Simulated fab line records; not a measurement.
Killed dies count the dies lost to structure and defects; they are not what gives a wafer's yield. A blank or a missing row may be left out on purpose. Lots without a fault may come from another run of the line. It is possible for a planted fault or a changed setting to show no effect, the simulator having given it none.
Which tool is to blame? :: flow gf180mcu :: Sampling: 12 lots, 36 wafers, 5 of 602 route steps

WHAT EACH GAUGE READ, for each wafer
GF_M2_RS_MEAS_05: measurement is done with a four-point probe.
lot: L863
measured: day 17 23:50
on: film metro-02
M2_ALCU_RS (ohm/sq): 0.0690 0.0682 0.0688

lot: L864
measured: day 18 11:46
on: film metro-04
M2_ALCU_RS (ohm/sq): 0.0699 0.0694 0.0699

lot: L866
measured: day 19 02:21
on: film metro-01
M2_ALCU_RS (ohm/sq): 0.0689 0.0694 0.0687

lot: L867
measured: day 19 18:29
on: film metro-01
M2_ALCU_RS (ohm/sq): 0.0686 0.0695 0.0690

lot: L869
measured: day 20 13:32
on: film metro-01
M2_ALCU_RS (ohm/sq): 0.0700 0.0703 0.0704

lot: L874
measured: day 22 21:09
on: film metro-01
M2_ALCU_RS (ohm/sq): 0.0702 0.0682 0.0683

lot: L876
measured: day 23 11:53
on: film metro-02
M2_ALCU_RS (ohm/sq): 0.0703 0.0699 0.0690

lot: L877
measured: day 23 19:37
on: film metro-04
M2_ALCU_RS (ohm/sq): 0.0697 0.0702 0.0695

lot: L880
measured: day 24 16:58
on: film metro-01
M2_ALCU_RS (ohm/sq): 0.0702 0.0689 0.0690

lot: L882
measured: day 25 10:04
on: film metro-01
M2_ALCU_RS (ohm/sq): 0.0684 0.0689 0.0692

lot: L884
measured: day 25 17:17
on: film metro-01
M2_ALCU_RS (ohm/sq): 0.0694 0.0698 0.0696

lot: L885
measured: day 25 19:50
on: film metro-04
M2_ALCU_RS (ohm/sq): 0.0701 0.0701 0.0708

GF_M2_CD_MEAS_14: target cd 280 nm.
lot: L863
measured: day 19 04:25
on: cd sem-02
cd nm (nm): 277.0 278.5 278.8

lot: L864
measured: day 19 11:38
on: cd sem-01
cd nm (nm): 279.5 280.2 280.0

lot: L866
measured: day 20 02:29
on: cd sem-02
cd nm (nm): 279.7 280.7 279.9

lot: L867
measured: day 20 18:17
on: cd sem-01
cd nm (nm): 281.1 280.6 279.4

lot: L869
measured: day 21 12:59
on: cd sem-01
cd nm (nm): 277.9 279.9 278.1

lot: L874
measured: day 23 19:54
on: cd sem-01
cd nm (nm): 281.7 280.7 280.7

lot: L876
measured: day 24 09:41
on: cd sem-02
cd nm (nm): 280.2 280.4 279.5

lot: L877
measured: day 24 17:17
on: cd sem-01
cd nm (nm): 280.4 280.2 281.1

lot: L880
measured: day 25 13:44
on: cd sem-02
cd nm (nm): 281.1 281.3 282.1

lot: L882
measured: day 26 05:53
on: cd sem-02
cd nm (nm): 281.0 281.0 281.4

lot: L884
measured: day 26 13:23
on: cd sem-01
cd nm (nm): 278.8 281.0 280.2

lot: L885
measured: day 26 16:19
on: cd sem-02
cd nm (nm): 278.5 279.6 279.0

GF_V3_THK_MEAS_01.
lot: L863
measured: day 21 08:49
on: film metro-02
V3_CVD_00_THK (nm): 606 607 596

lot: L864
measured: day 21 14:37
on: film metro-03
V3_CVD_00_THK (nm): 607 591 589

lot: L866
measured: day 22 06:18
on: film metro-01
V3_CVD_00_THK (nm): 589 589 590

lot: L867
measured: day 22 22:04
on: film metro-01
V3_CVD_00_THK (nm): 592 595 593

lot: L869
measured: day 23 16:13
on: film metro-02
V3_CVD_00_THK (nm): 592 594 605

lot: L874
measured: day 25 19:26
on: film metro-02
V3_CVD_00_THK (nm): 599 586 601

lot: L876
measured: day 26 08:16
on: film metro-01
V3_CVD_00_THK (nm): 602 897 612

lot: L877
measured: day 26 14:24
on: film metro-03
V3_CVD_00_THK (nm): 611 896 612

lot: L880
measured: day 27 10:28
on: film metro-02
V3_CVD_00_THK (nm): 616 602 603

lot: L882
measured: day 28 01:47
on: film metro-02
V3_CVD_00_THK (nm): 597 599 609

lot: L884
measured: day 28 09:41
on: film metro-01
V3_CVD_00_THK (nm): 601 598 597

lot: L885
measured: day 28 11:24
on: film metro-01
V3_CVD_00_THK (nm): 605 602 604

TOOL THAT RAN EACH LOT (tool first, then ch and the chambers of the sampled wafers, then the start)
lot: L863
GF_M2_SPUTTER_01: pvd sputter-01, day 17 23:42
GF_V3_CVD_00: hdpcvd-02 ch 0,1, day 21 08:44

lot: L864
GF_M2_SPUTTER_01: pvd sputter-02, day 18 11:39
GF_V3_CVD_00: hdpcvd-01 ch 0,1,2, day 21 14:33

lot: L866
GF_M2_SPUTTER_01: pvd sputter-02, day 19 02:14
GF_V3_CVD_00: hdpcvd-01 ch 0,1,2, day 22 06:14

lot: L867
GF_M2_SPUTTER_01: pvd sputter-01, day 19 18:22
GF_V3_CVD_00: hdpcvd-01 ch 0,1, day 22 21:59

lot: L869
GF_M2_SPUTTER_01: pvd sputter-03, day 20 13:24
GF_V3_CVD_00: hdpcvd-02 ch 0,2, day 23 16:08

lot: L874
GF_M2_SPUTTER_01: pvd sputter-03, day 22 20:58
GF_V3_CVD_00: hdpcvd-02 ch 0,1,2, day 25 19:23

lot: L876
GF_M2_SPUTTER_01: pvd sputter-03, day 23 11:45
GF_V3_CVD_00: hdpcvd-02 ch 0,1,2, day 26 08:10

lot: L877
GF_M2_SPUTTER_01: pvd sputter-02, day 23 19:27
GF_V3_CVD_00: hdpcvd-02 ch 0,1, day 26 14:19

lot: L880
GF_M2_SPUTTER_01: pvd sputter-01, day 24 16:48
GF_V3_CVD_00: hdpcvd-01 ch 1,2, day 27 10:22

lot: L882
GF_M2_SPUTTER_01: pvd sputter-01, day 25 09:54
GF_V3_CVD_00: hdpcvd-01 ch 0,1, day 28 01:41

lot: L884
GF_M2_SPUTTER_01: pvd sputter-03, day 25 17:10
GF_V3_CVD_00: hdpcvd-01 ch 0,1, day 28 09:37

lot: L885
GF_M2_SPUTTER_01: pvd sputter-02, day 25 19:42
GF_V3_CVD_00: hdpcvd-01 ch 0,1, day 28 11:19
- GF_M2_SPUTTER_01: material TiN, target thk 30 nm, time 25 s.
- GF_V3_CVD_00: deposits SiO2, target thk 600 nm, time 100 s.

AS READ BY THE TOOLS THEMSELVES (means over the sampled wafers that have a number; for cases with no such wafer, the mark the record gives instead)
GF_M2_SPUTTER_01.
lot: L863
tool: pvd sputter-01
chamber pressure pa (Pa): 0.4011
throttle valve pct (%): 29.5

lot: L864
tool: pvd sputter-02
chamber pressure pa (Pa): 0.3996
throttle valve pct (%): 30.3

lot: L866
tool: pvd sputter-02
chamber pressure pa (Pa): 0.3995
throttle valve pct (%): 30.5

lot: L867
tool: pvd sputter-01
chamber pressure pa (Pa): 0.3999
throttle valve pct (%): 29.7

lot: L869
tool: pvd sputter-03
chamber pressure pa (Pa): 0.4002
throttle valve pct (%): 29.8

lot: L874
tool: pvd sputter-03
chamber pressure pa (Pa): 0.3998
throttle valve pct (%): 29.2

lot: L876
tool: pvd sputter-03
chamber pressure pa (Pa): 0.4006
throttle valve pct (%): 29.9

lot: L877
tool: pvd sputter-02
chamber pressure pa (Pa): 0.3994
throttle valve pct (%): 30.2

lot: L880
tool: pvd sputter-01
chamber pressure pa (Pa): 0.3998
throttle valve pct (%): 29.6

lot: L882
tool: pvd sputter-01
chamber pressure pa (Pa): 0.3987
throttle valve pct (%): 29.5

lot: L884
tool: pvd sputter-03
chamber pressure pa (Pa): 0.3993
throttle valve pct (%): 28.7

lot: L885
tool: pvd sputter-02
chamber pressure pa (Pa): 0.4003
throttle valve pct (%): 30.1

GF_V3_CVD_00.
lot: L863
tool: hdpcvd-02
pressure mtorr (mTorr): 5.996
sih4 flow sccm (sccm): 60.05

lot: L864
tool: hdpcvd-01
pressure mtorr (mTorr): 5.995
sih4 flow sccm (sccm): 59.88

lot: L866
tool: hdpcvd-01
pressure mtorr (mTorr): 6.002
sih4 flow sccm (sccm): 59.96

lot: L867
tool: hdpcvd-01
pressure mtorr (mTorr): 6.015
sih4 flow sccm (sccm): 60.16

lot: L869
tool: hdpcvd-02
pressure mtorr (mTorr): 6.000
sih4 flow sccm (sccm): 60.05

lot: L874
tool: hdpcvd-02
pressure mtorr (mTorr): 6.002
sih4 flow sccm (sccm): 60.05

lot: L876
tool: hdpcvd-02
pressure mtorr (mTorr): 6.002
sih4 flow sccm (sccm): 69.91

lot: L877
tool: hdpcvd-02
pressure mtorr (mTorr): 5.995
sih4 flow sccm (sccm): 69.96

lot: L880
tool: hdpcvd-01
pressure mtorr (mTorr): 5.998
sih4 flow sccm (sccm): 59.88

lot: L882
tool: hdpcvd-01
pressure mtorr (mTorr): 6.006
sih4 flow sccm (sccm): 60.12

lot: L884
tool: hdpcvd-01
pressure mtorr (mTorr): 5.986
sih4 flow sccm (sccm): 60.04

lot: L885
tool: hdpcvd-01
pressure mtorr (mTorr): 5.991
sih4 flow sccm (sccm): 60.16

THE ANSWER, worked out from the rows above alone
Rule: the usual values come from the lots themselves. Put in order of their means at a reading, lots are off if they are a third of the lots or fewer, leave a main group of 4 or more, and stand apart from it by a gap of 3 or more times the standard deviation of the main group's means; of several such gaps the widest counts. Not used: any main group whose means are identical at the precision the tables above print for the reading. A lot without any number at a reading at which 4 lots or more have one is off too. All remaining lots with rows at the step are treated as sound. After the gauges, taken in route order, come the tools' own readings; for these a lot's mean is taken, as printed above. At the first step where some lot is off, the reading lying furthest off is the one used; lots without a number count as furthest.
Off: L876, L877, seen at GF_V3_THK_MEAS_01 (V3_CVD_00_THK). Main group: mean 598 nm, sd 5.1.
If a tool, at a process step before that reading, ran all the lots that are off and no sound lot after the first of them, it fits. Not tried: the gauges at GF_V3_THK_MEAS_01; whatever is off there is also off at GF_V3_CVD_00, on other tools, and gauge error can't account for it. One fits: GF_V3_CVD_00 on hdpcvd-02. Its last sound lot is L874 (day 25 19:23), its first lot that is off L876 (day 26 08:10): a fault that began between those two fits.
The tool's own readings at GF_V3_CVD_00 bear it out: on the lots that are off they differ by more than 5 times the standard deviation of the sound lots' means. sih4 flow sccm reads 69.94 sccm there against 60.03 sccm on the sound lots.

WHAT THE SIMULATOR PUT IN
hdpcvd-02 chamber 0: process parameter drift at GF_V3_CVD_00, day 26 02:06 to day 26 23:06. The setting sih4 flow sccm was moved by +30, starting from 60. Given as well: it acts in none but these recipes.
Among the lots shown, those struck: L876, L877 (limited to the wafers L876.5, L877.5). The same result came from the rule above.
